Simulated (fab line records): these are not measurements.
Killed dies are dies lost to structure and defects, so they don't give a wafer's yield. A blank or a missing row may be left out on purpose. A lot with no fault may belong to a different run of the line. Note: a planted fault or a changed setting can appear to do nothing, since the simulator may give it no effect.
Which tool did it? -- flow gf180mcu -- 13 lots, 38 wafers sampled, at 5 steps of a route of 602

## WHAT THE GAUGES SHOWED, per wafer
GF_HV_LDD_TW_MEAS_50. Usual: HV_LDD_4_TW 569, standard deviation 3.9.
lot,measured,on,HV_LDD_4_TW,flag
L889,day 12 07:22,film-metro-04,577 575 575,
L890,day 12 16:13,film-metro-03,567 569 564,
L891,day 13 00:17,film-metro-03,568 564 567,
L892,day 13 06:39,film-metro-02,569 567 568,
L893,day 14 02:13,film-metro-02,569 569 566,
L894,day 14 02:31,film-metro-02,570 567 567,
L895,day 14 15:21,film-metro-02,569 567 569,
L897,day 15 12:34,film-metro-02,573 573 576,
L896,day 15 12:52,film-metro-03,565 566 564,
L898,day 16 09:22,film-metro-04,572 572 572,
L899,day 16 09:59,film-metro-03,566 564 564,
L902,day 17 05:47,film-metro-02,568 520,OFF
L911,day 20 03:31,film-metro-04,575 574 572,

GF_V1_OVL_MEAS_15. Usual: V1_OVL -2 nm, standard deviation 4.9.
lot,measured,on,V1_OVL (nm),flag
L889,day 18 02:21,overlay-02,3 4 0,
L890,day 18 12:30,overlay-01,0 -4 3,
L891,day 18 23:28,overlay-02,-3 -4 -2,
L892,day 19 03:34,overlay-01,0 -6 -10,
L893,day 20 02:55,overlay-02,-1 0 2,
L894,day 20 04:39,overlay-01,-2 -3 -7,
L895,day 20 19:10,overlay-01,-10 -3 2,
L897,day 21 19:22,overlay-01,-7 0 3,
L896,day 21 19:31,overlay-01,0 -2 0,
L898,day 22 16:01,overlay-02,2 -4 6,
L899,day 22 16:35,overlay-01,-4 -4 -1,
L902,day 23 12:37,overlay-02,-6 -10,
L911,day 26 03:58,overlay-01,-8 -8 -1,

GF_V3_CD_MEAS_14: the cd target is 260 nm. Usual: cd-nm at 259.9 nm, with a standard deviation of 1.2.
lot,measured,on,cd-nm (nm),flag
L889,day 22 09:37,cd-sem-02,261.4 260.1 260.9,
L890,day 22 19:04,cd-sem-02,261.3 261.1 260.4,
L891,day 23 04:29,cd-sem-01,259.5 259.2 259.6,
L892,day 23 09:59,cd-sem-02,260.8 259.8 260.4,
L893,day 24 06:47,cd-sem-01,260.2 257.8 259.0,
L894,day 24 07:53,cd-sem-01,260.9 260.3 260.9,
L895,day 24 20:32,cd-sem-02,261.0 260.9 261.8,
L897,day 25 18:10,cd-sem-01,260.0 259.8 258.9,
L896,day 25 18:26,cd-sem-02,258.7 258.1 259.9,
L898,day 26 13:46,cd-sem-01,260.8 260.8 260.0,
L899,day 26 14:41,cd-sem-01,259.2 258.5 259.0,
L902,day 27 09:34,cd-sem-02,260.6 260.0,
L911,day 29 16:31,cd-sem-02,261.5 260.9 260.0,

## WHICH TOOL RAN EACH LOT (tool, then ch and the chambers of the sampled wafers, then the start)
lot,GF_HV_LDD_IMPLANT_48,GF_M3_METAL_ETCH_16
L889,"implanter-03 ch 0, day 12 07:08","rie-metal-04 ch 0,1, day 21 08:24"
L890,"implanter-03 ch 0, day 12 15:59","rie-metal-04 ch 0,1, day 21 19:04"
L891,"implanter-03 ch 0, day 13 00:04","rie-metal-04 ch 0,1, day 22 04:30"
L892,"implanter-03 ch 0, day 13 06:24","rie-metal-01 ch 0,1, day 22 08:55"
L893,"implanter-03 ch 0, day 14 01:59","rie-metal-03 ch 0,1, day 23 07:25"
L894,"implanter-04 ch 0, day 14 02:08","rie-metal-01 ch 0,1, day 23 08:17"
L895,"implanter-01 ch 0, day 14 15:08","rie-metal-04 ch 0,1, day 23 21:17"
L897,"implanter-01 ch 0, day 15 12:19","rie-metal-03 ch 0,1, day 24 19:24"
L896,"implanter-01 ch 0, day 15 12:37","rie-metal-04 ch 0,1, day 24 19:44"
L898,"implanter-03 ch 0, day 16 09:08","rie-metal-04 ch 1, day 25 16:14"
L899,"implanter-04 ch 0, day 16 09:47","rie-metal-03 ch 0,1, day 25 16:36"
L902,"implanter-01 ch 0, day 17 05:34","rie-metal-03 ch 0, day 26 11:39"
L911,"implanter-04 ch 0, day 20 03:18","rie-metal-01 ch 0,1, day 28 19:49"
- GF_HV_LDD_IMPLANT_48
- GF_M3_METAL_ETCH_16: etches the open film in Cl2/BCl3, stops on SiO2, target depth 750.8 nm, time 125.1 s.

## WHAT THE TOOLS THEMSELVES READ (means of the sampled wafers that have a number; where no wafer has one, the mark that the record gives instead)
GF_HV_LDD_IMPLANT_48. Usual: beam-energy-keV 24.999, standard deviation 0.0084; beam-on-s 10.00 s, standard deviation 0.21; faraday-current-uA 169, standard deviation 3.5.
lot,tool,beam-energy-keV,beam-on-s (s),faraday-current-uA,flag
L889,implanter-03,25.003,10.11,168,
L890,implanter-03,24.992,10.05,168,
L891,implanter-03,24.999,10.08,168,
L892,implanter-03,25.004,9.93,171,
L893,implanter-03,24.994,10.02,169,
L894,implanter-04,24.998,9.99,170,
L895,implanter-01,25.018,9.91,171,
L897,implanter-01,24.989,10.08,168,
L896,implanter-01,24.997,9.93,171,
L898,implanter-03,24.996,9.83,172,
L899,implanter-04,24.993,10.21,166,
L902,implanter-01,25.017,9.09,190,OFF
L911,implanter-04,25.003,9.93,171,

GF_M3_METAL_ETCH_16. Usual: drypump-motor-current-A 6.0 A, standard deviation 0.33; oes-product-au 0.988 a.u., standard deviation 0.0063; rf-fwd-power-W 795.9 W, standard deviation 2.7; throttle-valve-pct 28.233 %, standard deviation 0.01.
lot,tool,drypump-motor-current-A (A),oes-product-au (a.u.),rf-fwd-power-W (W),throttle-valve-pct (%),flag
L889,rie-metal-04,5.9,0.988,795.3,28.233,
L890,rie-metal-04,6.2,0.994,796.0,28.231,
L891,rie-metal-04,6.0,0.988,796.2,28.232,
L892,rie-metal-01,5.9,0.983,794.9,28.239,
L893,rie-metal-03,5.7,0.991,800.3,28.247,
L894,rie-metal-01,5.9,0.983,797.8,28.239,
L895,rie-metal-04,6.2,0.992,797.0,28.235,
L897,rie-metal-03,5.7,0.981,795.7,28.229,
L896,rie-metal-04,6.2,0.987,794.6,28.228,
L898,rie-metal-04,6.5,0.990,799.3,28.215,
L899,rie-metal-03,5.7,0.989,798.3,28.216,
L902,rie-metal-03,5.9,0.977,791.8,28.234,
L911,rie-metal-01,6.0,0.990,792.7,28.238,

## THE ANSWER, worked out from the rows above alone
Rule: a lot is off if the mean of its wafers that have a number lies more than 3 standard deviations from the usual mean. Also off: a lot with no number at a reading for which 4 or more lots have one. The other lots that the step has rows for count as sound. After the gauges, taken in route order, come the tools' own readings; for these a lot's mean is taken, as printed above. The first step at which some lot is off is used, and at that step the reading that is off furthest; a lot without a number counts as furthest.
Off: at GF_HV_LDD_TW_MEAS_50 (HV_LDD_4_TW), L902.
A tool fits if, at a process step before that reading, it ran every lot that is off, and no sound lot after the first of them. Not tried: the gauges at GF_HV_LDD_TW_MEAS_50; whatever is off there is also off at GF_HV_LDD_IMPLANT_48, on other tools, and gauge error can't account for it. One candidate fits, namely implanter-01 at GF_HV_LDD_IMPLANT_48. Its last sound lot is L896 (day 15 12:37), its first lot that is off L902 (day 17 05:34): a fault that began between those two fits.
The tool's own readings at GF_HV_LDD_IMPLANT_48 bear it out: on the lots that are off they differ by more than 5 times the standard deviation of the sound lots' means. beam-on-s reads 9.09 s there against 10.01 s on the sound lots; faraday-current-uA reads 190 there against 169 on the sound lots.

## WHAT HAD BEEN PUT IN BY THE SIMULATOR
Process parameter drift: implanter-01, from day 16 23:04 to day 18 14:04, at GF_HV_LDD_IMPLANT_48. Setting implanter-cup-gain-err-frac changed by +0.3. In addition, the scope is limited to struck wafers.
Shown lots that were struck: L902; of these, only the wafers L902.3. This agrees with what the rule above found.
